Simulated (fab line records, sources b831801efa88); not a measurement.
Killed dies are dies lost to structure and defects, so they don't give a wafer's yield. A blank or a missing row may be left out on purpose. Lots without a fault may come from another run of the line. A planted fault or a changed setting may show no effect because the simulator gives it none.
Chamber matching | flow gf180mcu | GF_V3_CMP_26 on cmp-02: 4 sister chambers
The step polishes, stops on SiO2, t overpolish 15 s, target thk 0 nm. 8 wafers are shown with their chamber, then 7 later ones without.

WAFERS WITH THEIR CHAMBER
wafer  | chamber | motor_current_A (A) | time_to_endpoint_s (s)
L381.1 | 2       | 10.0                | 87
L382.4 | 0       | 12.3                | 88
L383.3 | 2       | 9.5                 | 82
L383.4 | 3       | 13.0                | 84
L384.4 | 3       | 13.7                | 85
L384.5 | 1       | 11.4                | 87
L386.1 | 0       | 12.3                | 87
L386.3 | 1       | 11.3                | 92

WAFERS WITHOUT THEIR CHAMBER
wafer  | motor_current_A (A) | time_to_endpoint_s (s)
L386.6 | 12.2                | 86
L387.2 | 12.3                | 86
L387.3 | 11.0                | 91
L387.4 | 9.9                 | 86
L388.1 | 12.5                | 84
L388.4 | 11.6                | 88
L388.6 | 10.7                | 89

WHICH CHAMBER EACH WENT THROUGH
wafer  | from the rows above     | in truth
L386.6 | 0                       | 0
L387.2 | 0                       | 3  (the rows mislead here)
L387.3 | 1                       | 1
L387.4 | 2                       | 2
L388.1 | can't be placed: 0 or 3 | 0
L388.4 | can't be placed: 1 or 0 | 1
L388.6 | can't be placed: 1 or 2 | 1
Placed correctly: 3 of 7. Can't be placed from these rows: 3 (the true chamber is among the candidates in 3). Placed wrongly: 1.
How it was worked out, from the rows above alone: a wafer's distance from a chamber is the root of the sum, over the readings, of the square of ((its reading less the chamber's mean) divided by the reading's scatter). The wafer belongs to the nearest chamber; if the next one is less than 2 further off, it can't be placed. A chamber's mean is the mean of its shown wafers. The scatter: the root of (the sum of the squares of (reading less its chamber's mean) over the shown wafers, divided by (wafers less chambers)).
